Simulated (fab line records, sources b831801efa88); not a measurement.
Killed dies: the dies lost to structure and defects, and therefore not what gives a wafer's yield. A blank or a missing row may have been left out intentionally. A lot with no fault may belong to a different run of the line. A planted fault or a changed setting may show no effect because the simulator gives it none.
8D (eight disciplines) problem report, filled in by code ; flow sky130 ; the parts of the form that need people (team, actions taken, sign-off) are left out

## 1. PROBLEM STATEMENT
At SKY_VT_ADJUST_LVTN_IMPLANT_08, dose ions cm2 averages 1.4983e+12 over 6 wafers from 2 lots, while fault-free wafers read 1.5702e+12, standard deviation 1.6e+09. That is -45 standard deviations from the usual mean.
Earliest sighting: wafer L520.1 on implanter-01 at day 11 18:16. The record holds 39 wafers of 13 lots with a number at this step. Rule for "out", or "out of limits": more than 4 standard deviations from the usual mean. The rest of the wafers with a number are treated as sound.

## 2. WHAT IT IS, WHAT IT ISN'T
question;is;is not
which readings at this step;dose ions cm2;-
which lots;L520, L524;L504, L505, L507, L508, L512, L513, L515, L516, L517, L518, L519
which wafers of those lots;all that have a number;-
read on which tools;implanter-01;implanter-03
when;from day 11 18:16;up to then (33 sound wafers)

## 3. SUSPECTS, AND WHAT RULES EACH OUT
Counting: a tool at a process step up to the reading stays a suspect if it ran every lot that is out and no sound lot after the first of them.
- implanter-01 at SKY_VT_ADJUST_LVTN_IMPLANT_08: kept. It processed each lot that is out, first L520 at day 11 18:16, and no sound lot thereafter; up to then, the last sound lot it processed was L519 at day 11 11:31. On those wafers its own readings are out: dose ions cm2.
After counting, what remains is implanter-01 at SKY_VT_ADJUST_LVTN_IMPLANT_08.

## 4. THE CAUSE (what the simulator had put in)
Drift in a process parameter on implanter-01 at SKY_VT_ADJUST_LVTN_IMPLANT_08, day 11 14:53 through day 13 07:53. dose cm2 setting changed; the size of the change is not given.
Counting left only this tool.

## 5. SEQUENCE OF EFFECTS, ordered by route
Each row: a reading where the mean over the struck wafers with a number is more than 3 standard deviations away from the usual. Readings are gone through only where the record gives a usual standard deviation; hours: the median, over the lots, of the time from a lot's start at the first step in this table giving one to that lot's start at this step; sigmas: the change measured in usual standard deviations.
hours;step;reading;usual;on struck wafers;change;sigmas
0;SKY_VT_ADJUST_LVTN_IMPLANT_08;dose ions cm2;1.5702e+12;1.4983e+12;-7.1933e+10;-45
Its process steps:
- SKY_VT_ADJUST_LVTN_IMPLANT_08

## 6. WHAT WOULD HAVE CAUGHT IT SOONER
3 hours passed between the start of the fault at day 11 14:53 and the first reading out of limits in this record, taken at day 11 18:16.
